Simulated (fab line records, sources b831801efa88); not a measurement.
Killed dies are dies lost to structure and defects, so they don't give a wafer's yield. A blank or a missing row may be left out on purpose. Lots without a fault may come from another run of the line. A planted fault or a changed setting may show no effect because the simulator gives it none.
Which tool did it? | flow sky130 | 24 lots, 72 wafers sampled, at 4 steps of a route of 708

WHAT THE GAUGES READ, wafer by wafer
SKY_VIA4_THK_MEAS_01.
lot  | measured     | on            | VIA4_HDPCVD_THK (nm)
L075 | day 42 13:25 | film_metro-01 | 1731 1726 1754
L077 | day 43 05:06 | film_metro-03 | 1764 1761 1756
L074 | day 43 05:29 | film_metro-03 | 1729 1709 1708
L076 | day 43 06:34 | film_metro-03 | 1742 1748 1749
L078 | day 43 07:42 | film_metro-03 | 1735 1727 1739
L079 | day 43 08:25 | film_metro-03 | 1727 1720 1742
L080 | day 43 15:11 | film_metro-03 | 1757 1741 1748
L081 | day 43 22:52 | film_metro-03 | 1741 1736 1733
L082 | day 44 09:22 | film_metro-01 | 1764 1729 1712
L084 | day 44 17:30 | film_metro-03 | 1722 1751 1752
L083 | day 44 19:26 | film_metro-01 | 1754 1739 1780
L085 | day 44 20:48 | film_metro-01 | 1785 1750 1779
L086 | day 45 18:08 | film_metro-03 | 1731 1745 1767
L088 | day 46 09:22 | film_metro-03 | 1747 1776 1747
L087 | day 46 13:59 | film_metro-01 | 1747 1716 1755
L090 | day 46 20:40 | film_metro-03 | 1738 1708 1729
L089 | day 46 22:59 | film_metro-03 | 1759 1761 1737
L092 | day 47 01:23 | film_metro-03 | 1733 1764 1735
L091 | day 47 06:07 | film_metro-02 | 1779 1806 1800
L093 | day 47 07:04 | film_metro-03 | 1734 1768 1743
L094 | day 47 15:32 | film_metro-01 | 1774 1742 1748
L095 | day 47 22:37 | film_metro-03 | 1753 1721 1769
L096 | day 48 04:56 | film_metro-03 | 1769 1770 1728
L097 | day 48 07:38 | film_metro-03 | 1738 1771 1760

WHICH TOOL RAN EACH LOT (tool, then ch and the chambers of the sampled wafers, then the start)
lot  | SKY_METAL4_SPUTTER_03        | SKY_METAL4_SPUTTER_04        | SKY_METAL4_STRIP_19
L075 | pvd_sputter-01, day 40 11:40 | pvd_sputter-01, day 40 11:41 | plasma_asher-01 ch 0,1, day 42 12:38
L077 | pvd_sputter-01, day 41 03:16 | pvd_sputter-01, day 41 03:17 | plasma_asher-01 ch 0, day 43 04:14
L074 | pvd_sputter-01, day 41 03:53 | pvd_sputter-01, day 41 03:54 | plasma_asher-04 ch 0,1, day 43 04:41
L076 | pvd_sputter-04, day 41 04:59 | pvd_sputter-04, day 41 05:01 | plasma_asher-04 ch 0, day 43 05:47
L078 | pvd_sputter-01, day 41 06:31 | pvd_sputter-01, day 41 06:32 | plasma_asher-01 ch 0,1, day 43 06:56
L079 | pvd_sputter-04, day 41 07:31 | pvd_sputter-04, day 41 07:32 | plasma_asher-03 ch 0,1, day 43 07:38
L080 | pvd_sputter-03, day 41 13:20 | pvd_sputter-03, day 41 13:22 | plasma_asher-01 ch 0, day 43 14:25
L081 | pvd_sputter-04, day 41 21:23 | pvd_sputter-04, day 41 21:25 | plasma_asher-04 ch 0,1, day 43 22:01
L082 | pvd_sputter-01, day 42 08:37 | pvd_sputter-01, day 42 08:38 | plasma_asher-04 ch 0,1, day 44 08:09
L084 | pvd_sputter-04, day 42 17:40 | pvd_sputter-04, day 42 17:41 | plasma_asher-01 ch 0,1, day 44 16:20
L083 | pvd_sputter-01, day 42 18:49 | pvd_sputter-01, day 42 18:50 | plasma_asher-04 ch 0,1, day 44 18:17
L085 | pvd_sputter-01, day 42 20:55 | pvd_sputter-01, day 42 20:56 | plasma_asher-04 ch 0,1, day 44 19:59
L086 | pvd_sputter-01, day 43 18:47 | pvd_sputter-01, day 43 18:48 | plasma_asher-01 ch 0,1, day 45 16:56
L088 | pvd_sputter-01, day 44 10:09 | pvd_sputter-01, day 44 10:10 | plasma_asher-03 ch 0,1, day 46 08:35
L087 | pvd_sputter-03, day 44 16:23 | pvd_sputter-03, day 44 16:25 | plasma_asher-04 ch 0,1, day 46 12:47
L090 | pvd_sputter-01, day 44 21:29 | pvd_sputter-01, day 44 21:29 | plasma_asher-03 ch 0,1, day 46 19:23
L089 | pvd_sputter-03, day 44 23:58 | pvd_sputter-03, day 44 23:59 | plasma_asher-04 ch 0,1, day 46 21:58
L092 | pvd_sputter-04, day 45 03:37 | pvd_sputter-04, day 45 03:38 | plasma_asher-03 ch 0,1, day 47 00:22
L091 | pvd_sputter-03, day 45 08:22 | pvd_sputter-03, day 45 08:23 | plasma_asher-01 ch 0,1, day 47 05:20
L093 | pvd_sputter-01, day 45 11:10 | pvd_sputter-01, day 45 11:11 | plasma_asher-04 ch 0, day 47 06:17
L094 | pvd_sputter-01, day 45 18:34 | pvd_sputter-01, day 45 18:35 | plasma_asher-01 ch 0,1, day 47 14:24
L095 | pvd_sputter-04, day 46 03:10 | pvd_sputter-04, day 46 03:11 | plasma_asher-03 ch 0,1, day 47 21:49
L096 | pvd_sputter-03, day 46 09:34 | pvd_sputter-03, day 46 09:35 | plasma_asher-04 ch 0,1, day 48 04:08
L097 | pvd_sputter-01, day 46 13:33 | pvd_sputter-01, day 46 13:34 | plasma_asher-04 ch 0,1, day 48 06:52
- SKY_METAL4_SPUTTER_03: material Ti, target thk 5 nm, time 3.3 s.
- SKY_METAL4_SPUTTER_04: material TiN, target thk 70 nm, time 58.3 s.
- SKY_METAL4_STRIP_19: strips in O2/N2.

WHAT THE TOOLS THEMSELVES READ (means of the sampled wafers that have a number; where no wafer has one, the mark that the record gives instead)
SKY_METAL4_SPUTTER_03.
lot  | tool           | throttle_valve_pct (%)
L075 | pvd_sputter-01 | 29.8
L077 | pvd_sputter-01 | 29.9
L074 | pvd_sputter-01 | 29.2
L076 | pvd_sputter-04 | 30.3
L078 | pvd_sputter-01 | 29.9
L079 | pvd_sputter-04 | 30.5
L080 | pvd_sputter-03 | 30.4
L081 | pvd_sputter-04 | 30.7
L082 | pvd_sputter-01 | 29.3
L084 | pvd_sputter-04 | 30.5
L083 | pvd_sputter-01 | 29.4
L085 | pvd_sputter-01 | 29.9
L086 | pvd_sputter-01 | 30.5
L088 | pvd_sputter-01 | 29.2
L087 | pvd_sputter-03 | 30.9
L090 | pvd_sputter-01 | 29.3
L089 | pvd_sputter-03 | 30.1
L092 | pvd_sputter-04 | 30.4
L091 | pvd_sputter-03 | 30.6
L093 | pvd_sputter-01 | 30.5
L094 | pvd_sputter-01 | 29.3
L095 | pvd_sputter-04 | 30.6
L096 | pvd_sputter-03 | 30.8
L097 | pvd_sputter-01 | 29.2

SKY_METAL4_SPUTTER_04.
lot  | tool           | throttle_valve_pct (%)
L075 | pvd_sputter-01 | 30.1
L077 | pvd_sputter-01 | 30.1
L074 | pvd_sputter-01 | 29.4
L076 | pvd_sputter-04 | 30.4
L078 | pvd_sputter-01 | 29.7
L079 | pvd_sputter-04 | 30.6
L080 | pvd_sputter-03 | 30.4
L081 | pvd_sputter-04 | 30.7
L082 | pvd_sputter-01 | 29.2
L084 | pvd_sputter-04 | 30.3
L083 | pvd_sputter-01 | 29.3
L085 | pvd_sputter-01 | 29.9
L086 | pvd_sputter-01 | 30.6
L088 | pvd_sputter-01 | 29.3
L087 | pvd_sputter-03 | 30.9
L090 | pvd_sputter-01 | 29.2
L089 | pvd_sputter-03 | 29.8
L092 | pvd_sputter-04 | 30.4
L091 | pvd_sputter-03 | 30.6
L093 | pvd_sputter-01 | 30.5
L094 | pvd_sputter-01 | 29.2
L095 | pvd_sputter-04 | 30.5
L096 | pvd_sputter-03 | 30.8
L097 | pvd_sputter-01 | 29.3

SKY_METAL4_STRIP_19.
lot  | tool            | drypump_motor_current_A (A) | oes_product_au (a.u.) | strip_time_to_endpoint_s (s)
L075 | plasma_asher-01 | 5.5                         | 0.504                 | 6.66
L077 | plasma_asher-01 | 4.9                         | 0.506                 | 6.55
L074 | plasma_asher-04 | 5.3                         | 0.515                 | 6.65
L076 | plasma_asher-04 | 5.6                         | 0.503                 | 6.64
L078 | plasma_asher-01 | 5.5                         | 0.501                 | 6.52
L079 | plasma_asher-03 | 5.3                         | 0.512                 | 6.69
L080 | plasma_asher-01 | 4.9                         | 0.504                 | 6.62
L081 | plasma_asher-04 | 5.5                         | 0.510                 | 6.66
L082 | plasma_asher-04 | 5.3                         | 0.512                 | 6.72
L084 | plasma_asher-01 | 5.5                         | 0.501                 | 6.52
L083 | plasma_asher-04 | 5.5                         | 0.502                 | 6.59
L085 | plasma_asher-04 | 5.5                         | 0.510                 | 6.61
L086 | plasma_asher-01 | 5.2                         | 0.503                 | 6.54
L088 | plasma_asher-03 | 5.3                         | 0.506                 | 6.52
L087 | plasma_asher-04 | 5.3                         | 0.504                 | 6.53
L090 | plasma_asher-03 | 5.7                         | 0.502                 | 6.51
L089 | plasma_asher-04 | 5.2                         | 0.503                 | 6.57
L092 | plasma_asher-03 | 5.6                         | 0.502                 | 6.55
L091 | plasma_asher-01 | 5.2                         | 0.503                 | 6.54
L093 | plasma_asher-04 | 5.7                         | 0.498                 | 6.53
L094 | plasma_asher-01 | 5.2                         | 0.500                 | 6.47
L095 | plasma_asher-03 | 5.7                         | 0.504                 | 6.54
L096 | plasma_asher-04 | 5.3                         | 0.494                 | 6.45
L097 | plasma_asher-04 | 5.5                         | 0.501                 | 6.42

THE ANSWER, worked out from the rows above alone
Rule: what is usual is taken from the lots themselves. Put in order of their means at a reading, lots are off if they are a third of the lots or fewer, leave a main group of 4 or more, and stand apart from it by a gap of 3 or more times the standard deviation of the main group's means; of several such gaps the widest counts. A main group whose means are all the same, to the digits that the tables above print for the reading, isn't used. A lot without any number at a reading at which 4 lots or more have one is off too. The other lots that the step has rows for count as sound. The gauges are gone through in route order, then the tools' own readings, and for those a lot's mean is taken as printed above. The first step at which some lot is off is used, and at that step the reading that is off furthest; a lot without a number counts as furthest.
No lot is off at any reading shown: from this, nothing can be told.

WHAT THE SIMULATOR HAD PUT IN
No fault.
